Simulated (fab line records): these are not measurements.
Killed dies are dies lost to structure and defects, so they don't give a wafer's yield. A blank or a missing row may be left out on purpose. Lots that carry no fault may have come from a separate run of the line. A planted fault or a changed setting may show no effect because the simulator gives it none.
Matching of chambers :: flow sky130 :: 4 sister chambers for SKY_LI_CONTACT_CMP_02 on cmp-02
The step polishes PSG. 8 wafers are shown with their chamber, then 7 later ones without.

## WAFERS WITH THEIR CHAMBER
wafer: L875.1
chamber: 1
head_pressure_psi (psi): 4.010
motor_current_A (A): 11.6

wafer: L875.4
chamber: 2
head_pressure_psi (psi): 3.985
motor_current_A (A): 11.3

wafer: L875.6
chamber: 1
head_pressure_psi (psi): 4.003
motor_current_A (A): 11.9

wafer: L874.1
chamber: 2
head_pressure_psi (psi): 4.000
motor_current_A (A): 12.2

wafer: L874.2
chamber: 3
head_pressure_psi (psi): 3.994
motor_current_A (A): 11.3

wafer: L874.5
chamber: 0
head_pressure_psi (psi): 3.998
motor_current_A (A): 12.2

wafer: L876.3
chamber: 0
head_pressure_psi (psi): 3.991
motor_current_A (A): 11.7

wafer: L876.4
chamber: 3
head_pressure_psi (psi): 3.996
motor_current_A (A): 11.4

## WAFERS MISSING THEIR CHAMBER
wafer: L876.6
head_pressure_psi (psi): 4.004
motor_current_A (A): 11.3

wafer: L886.1
head_pressure_psi (psi): 4.008
motor_current_A (A): 11.3

wafer: L886.3
head_pressure_psi (psi): 3.994
motor_current_A (A): 11.7

wafer: L886.6
head_pressure_psi (psi): 4.007
motor_current_A (A): 12.6

wafer: L888.2
head_pressure_psi (psi): 4.000
motor_current_A (A): 11.5

wafer: L888.5
head_pressure_psi (psi): 4.005
motor_current_A (A): 12.1

wafer: L888.6
head_pressure_psi (psi): 3.992
motor_current_A (A): 11.4

## WHICH CHAMBER EACH WENT THROUGH
wafer: L876.6
from the rows above: can't be placed: 1 or 3 or 2 or 0
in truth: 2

wafer: L886.1
from the rows above: can't be placed: 1 or 3 or 2 or 0
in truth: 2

wafer: L886.3
from the rows above: can't be placed: 2 or 0 or 3 or 1
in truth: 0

wafer: L886.6
from the rows above: can't be placed: 1 or 0 or 2 or 3
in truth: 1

wafer: L888.2
from the rows above: can't be placed: 3 or 1 or 2 or 0
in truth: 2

wafer: L888.5
from the rows above: can't be placed: 1 or 0 or 2 or 3
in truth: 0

wafer: L888.6
from the rows above: can't be placed: 3 or 2 or 0 or 1
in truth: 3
Correctly placed: 0 of 7. Can't be placed from these rows: 7 (the true chamber is among the candidates in 7). Number placed wrongly: 0.
How it was worked out, from the rows above alone: a wafer's distance from a chamber is the root of the sum, over the readings, of the square of ((its reading less the chamber's mean) divided by the reading's scatter). The wafer belongs to the nearest chamber; if the next one is less than 2 further off, it can't be placed. For every chamber, the mean is computed from those of its wafers that are shown. The scatter: the root of (the sum of the squares of (reading less its chamber's mean) over the shown wafers, divided by (wafers less chambers)).
